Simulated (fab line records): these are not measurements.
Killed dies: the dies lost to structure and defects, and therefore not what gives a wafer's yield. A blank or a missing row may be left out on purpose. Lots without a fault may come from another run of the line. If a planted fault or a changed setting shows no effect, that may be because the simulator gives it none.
A lot that was struck, set against a sound lot -- flow sky130 -- 17 out of 708 route steps
Sound: the wafers L761.1, L761.4, L761.5. Wafers L769.4, L769.5, L769.6 were the ones struck. The cause is given at the end.
Order at every step that has rows: each side's tool, ch and its chambers, its first start. Under that, the readings that differ: sound wafers -- struck wafers -- difference of the means -- sigmas: that difference in standard deviations of wafers without a fault.
alike: a reading whose means differ by less than 2 such deviations, as well as words and numbers matching on both sides. not compared: withheld readings; readings where some wafer has no value; bounds like >300 that might hide an equal value; numbers whose values overlap and for which the record gives no deviation.
Wherever a step has rows on one side only, a row that says differs or no value, or a row with sigmas, the two part there. Numbers that have no deviation but don't overlap get no sigmas and don't part them. A reading missing from all wafers of one side parts the sides only when that side holds two or more wafers.

SKY_METAL1_THK_MEAS_06: measures by xrf.
  sound on film metro-03, day 34 02:55; struck on film metro-03, day 35 20:13
  alike: METAL1_ALCU_THK
then, 8 steps without rows for these wafers: SKY_METAL1_DEHYDRATE_07 (time 60 s); SKY_METAL1_HMDS_08 (prime time 60 s); SKY_METAL1_COAT_09 (resist thk 60 nm); SKY_METAL1_COAT_10 (resist thk 450 nm); SKY_METAL1_SOFTBAKE_11 (time 90 s); SKY_METAL1_EXPOSE_12 (exposes mask MM1, target cd 140 nm); SKY_METAL1_PEB_13; SKY_METAL1_DEVELOP_14 (develop time 60 s).
SKY_METAL1_CD_MEAS_15: the cd target is 140 nm.
  sound on cd sem-02, day 35 04:51; struck on cd sem-02, day 36 22:01
  alike: cd nm
SKY_METAL1_OVL_MEAS_16:
  sound on overlay-02, day 35 04:58; struck on overlay-01, day 36 22:05
  alike: METAL1_OVL
SKY_METAL1_DESCUM_17: chemistry O2, time 8 s.
  sound on rie metal-03 ch 0,1, day 35 05:01; struck on rie metal-03 ch 0, day 36 22:08
  alike: drypump motor current A, he backside leak sccm, oes product au
  not compared: rf hours counter h
SKY_METAL1_ETCH_18: etches BARC in N2/H2, stops on SiO2, time 45.9 s, target depth 60 nm.
  sound on rie metal-03 ch 0,1, day 35 05:02; struck on rie metal-03 ch 0, day 36 22:14
reading,sound,struck,difference,sigmas
rf fwd power W (W),496.3 494.9 492.8,694.2 694.0 691.9,+198.7,+99 or more
model.KrF-thick_of_METAL1_COAT_10.thk nm (nm),394.5 394.7 394.5,376.6 376.6 376.6,-18.0,
model.METAL1.cd nm (nm),140.6 140.1 140.9,135.3 135.2 135.3,-5.3,
  alike: drypump motor current A, he backside leak sccm, oes product au, throttle valve pct
  not compared: rf hours counter h
SKY_METAL1_METAL_ETCH_19: etches the open film in Cl2/BCl3, stops on SiO2, target depth 360 nm, time 78 s.
  sound on rie metal-03 ch 0,1, day 35 05:06; struck on rie metal-03 ch 0, day 36 22:23
reading,sound,struck,difference,sigmas
model.KrF-thick_of_METAL1_COAT_10.thk nm (nm),156.3 163.3 159.9,144.3 145.3 144.7,-15.1,
model.METAL1.cd nm (nm),140.2 138.5 139,133.6 133.8 136.2,-4.7,
  alike: drypump motor current A, he backside leak sccm, oes product au, rf fwd power W, throttle valve pct
  not compared: rf hours counter h
SKY_METAL1_STRIP_20: strips in O2/N2.
  sound on plasma asher-01 ch 0,1, day 35 05:11; struck on plasma asher-01 ch 0,1, day 36 22:31
reading,sound,struck,difference,sigmas
strip time to endpoint s (s),2.69 2.75 2.72,2.53 2.55 2.55,-0.18,-5
  alike: drypump motor current A, oes product au
  not compared: rf hours counter h
then, 2 steps without rows for these wafers: SKY_METAL1_STRIP_21 (strips in post etch residue remover, time 1200 s); SKY_PAD_OPEN_PROBE_99.

== WHERE THEY PART ==
First at SKY_METAL1_ETCH_18; last, within this record, at SKY_METAL1_STRIP_20.

WHY: what the simulator had put in
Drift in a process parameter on rie metal-03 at SKY_METAL1_ETCH_18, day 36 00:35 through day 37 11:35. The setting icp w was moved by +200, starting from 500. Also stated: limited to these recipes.
